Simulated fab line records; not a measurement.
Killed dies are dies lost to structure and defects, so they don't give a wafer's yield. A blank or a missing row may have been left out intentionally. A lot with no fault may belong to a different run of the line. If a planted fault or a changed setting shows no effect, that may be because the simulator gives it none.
Comparing a struck lot with a sound one / flow gf180mcu / 14 out of 602 route steps
Sound: the wafers L669.1, L669.2, L669.5. Wafers L679.2, L679.3, L679.5 were the ones struck. At the end, the cause is stated.
For every step that has rows: the tool of each side, followed by ch and its chambers, followed by its first start. Under that, the readings that differ: sound wafers / struck wafers / difference of the means / sigmas: that difference in standard deviations of wafers without a fault.
alike: a reading whose means differ by less than 2 such deviations, as well as words and numbers matching on both sides. not compared: withheld readings; readings where some wafer has no value; bounds like >300 that might hide an equal value; numbers whose values overlap and for which the record gives no deviation.
A row with sigmas, a row that says differs or no value, or rows on one side alone: a step with any of these is where the two part. Numbers that have no deviation but don't overlap get no sigmas and don't part them. A reading that every wafer of one side lacks parts them only if that side has two wafers or more.

GF_PSD_TW_MEAS_11:
  sound on filmMetro-01 at day 14 04:17; struck on filmMetro-02 at day 17 19:50
  alike: PSD_TW
then, 1 step without rows for these wafers: GF_PSD_CLEAN_12 (cleans in SC1/SC2, time 150 s).
GF_PSD_RTA_13: time 20 s.
  sound on rtpAnneal-02 ch 0, day 14 04:27; struck on rtpAnneal-01 ch 0, day 17 19:56
reading=lampPowerPct (%); sound=31 31 31; struck=40 40 40; difference=+9; sigmas=+2
  alike: wafer_temp_C_max
GF_PSD_RS_MEAS_14: uses a four-point probe to measure.
  sound on filmMetro-02 at day 14 04:32; struck on filmMetro-01 at day 17 20:02
  alike: NSD_RS
GF_PSD_RS_MEAS_15: uses a four-point probe to measure.
  sound on filmMetro-02 at day 14 04:40; struck on filmMetro-01 at day 17 20:09
  alike: PSD_RS
GF_SAB_CVD_00: deposits SiO2 from TEOS, target thk 50 nm, time 4.9302 s.
  sound on pecvd-04 ch 0,1, day 14 04:47; struck on pecvd-04 ch 0,1,2, day 17 20:15
  alike: heaterPowerW
GF_SAB_THK_MEAS_01:
  sound on filmMetro-01 at day 14 04:48; struck on filmMetro-02 at day 17 20:17
  alike: SAB_CVD_00_THK
then, 5 steps without rows for these wafers: GF_SAB_DEHYDRATE_02 (time 60 s); GF_SAB_HMDS_03 (prime time 60 s); GF_SAB_COAT_04 (resist thk 1000 nm); GF_SAB_SOFTBAKE_05 (time 60 s); GF_SAB_EXPOSE_06 (exposes mask SAB, target cd 420 nm).
GF_SAB_PEB_07:
  sound on lithoTrack-02 ch 0, day 15 01:14; struck on lithoTrack-01, day 18 18:50
reading=exhaustPa (Pa); sound=45.8 45.6 46.4; struck=- - -; difference=no value on the struck wafers; sigmas=
  not compared: chillPlateTempC, resistLineTempC
then, 1 step without rows for these wafers: GF_SAB_DEVELOP_08 (develop time 60 s).

## WHERE THEY PART
Last at GF_SAB_PEB_07 as far as this record goes, first at GF_PSD_RTA_13.

WHY: whatever the simulator had introduced
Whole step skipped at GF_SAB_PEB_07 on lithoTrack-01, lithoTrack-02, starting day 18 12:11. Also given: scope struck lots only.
